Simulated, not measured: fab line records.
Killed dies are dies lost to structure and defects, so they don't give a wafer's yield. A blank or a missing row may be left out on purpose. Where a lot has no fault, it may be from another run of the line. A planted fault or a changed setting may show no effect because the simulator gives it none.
Matching of chambers -- flow sky130 -- SKY_VIA4_ETCH_12 on rie-diel-01 has 4 sister chambers
The step etches SiO2 in C4F8/O2/Ar, stops on TiN, target depth 580 nm. 8 wafers are shown with their chamber, then 7 later ones without.

WAFERS WITH THEIR CHAMBER
wafer,chamber,oes-product-au (a.u.),rf-fwd-power-W (W)
L740.2,2,0.916,1487
L742.2,0,0.935,1495
L742.4,3,0.924,1491
L746.1,2,0.927,1492
L746.2,3,0.927,1483
L746.3,1,0.928,1492
L748.1,0,0.923,1490
L748.3,1,0.923,1486

WAFERS WITHOUT THEIR CHAMBER
wafer,oes-product-au (a.u.),rf-fwd-power-W (W)
L748.5,0.935,1491
L754.3,0.916,1495
L754.4,0.926,1487
L754.5,0.933,1490
L755.1,0.922,1488
L755.2,0.932,1487
L755.3,0.922,1484

EACH ONE'S CHAMBER
wafer,from the rows above,in truth
L748.5,can't be placed: 0 or 1 or 3 or 2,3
L754.3,can't be placed: 2 or 1 or 0 or 3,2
L754.4,can't be placed: 3 or 1 or 2 or 0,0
L754.5,can't be placed: 0 or 1 or 3 or 2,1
L755.1,can't be placed: 2 or 1 or 3 or 0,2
L755.2,can't be placed: 3 or 1 or 0 or 2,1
L755.3,can't be placed: 3 or 2 or 1 or 0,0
Correctly placed: 0 of 7. These rows do not allow placing 7 (true chamber among the candidates in 7). 0 placed wrongly.
How it was worked out, from the rows above alone: a wafer's distance from a chamber is the root of the sum, over the readings, of the square of ((its reading less the chamber's mean) divided by the reading's scatter). The wafer belongs to the nearest chamber; if the next one is less than 2 further off, it can't be placed. The mean given for a chamber averages the wafers shown for that chamber. How the scatter is found: for the shown wafers, subtract from each reading the mean of its chamber, square and add these, divide the total by (wafers less chambers), then take the root.
